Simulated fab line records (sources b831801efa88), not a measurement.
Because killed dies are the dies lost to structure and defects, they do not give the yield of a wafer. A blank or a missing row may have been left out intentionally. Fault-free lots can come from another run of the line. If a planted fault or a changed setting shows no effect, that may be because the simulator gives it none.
The tool behind it: which one?    flow gf180mcu    6 lots, 18 wafers sampled, at 1 step of a route of 602

WHAT THE GAUGES READ, wafer by wafer
GF_VT_IMPLANT_OVL_MEAS_18.
lot   measured      on          VT_IMPLANT_01_OVL (nm)
L492  day 6 19:16   overlay-01  1.2 0.1 2.4
L494  day 7 05:27   overlay-02  0.0 0.9 1.6
L498  day 8 12:47   overlay-01  1.7 1.3 1.4
L501  day 9 01:17   overlay-02  2.7 0.9 1.4
L509  day 11 09:11  overlay-01  0.6 1.3 2.1
L511  day 11 19:44  overlay-01  0.0 1.8 0.4

WHAT TOOL EACH LOT RAN ON (gives the tool, then ch and the chambers of the sampled wafers, and finally the start)
Before these readings, the record contains no process step.

THE ANSWER, worked out from the rows above alone
Rule: what is usual is taken from the lots themselves. The widest of any qualifying gaps counts: lots, ordered by their means at a reading, are off when they make up no more than a third of the lots, leave a main group of 4 or more, and stand apart from it by 3 or more times the standard deviation of that group's means. Not used: any main group whose means are identical at the precision the tables above print for the reading. A lot without any number at a reading at which 4 lots or more have one is off too. The other lots that the step has rows for count as sound.
None of the lots is off at any reading shown; this tells nothing.

WHAT HAD BEEN PUT IN BY THE SIMULATOR
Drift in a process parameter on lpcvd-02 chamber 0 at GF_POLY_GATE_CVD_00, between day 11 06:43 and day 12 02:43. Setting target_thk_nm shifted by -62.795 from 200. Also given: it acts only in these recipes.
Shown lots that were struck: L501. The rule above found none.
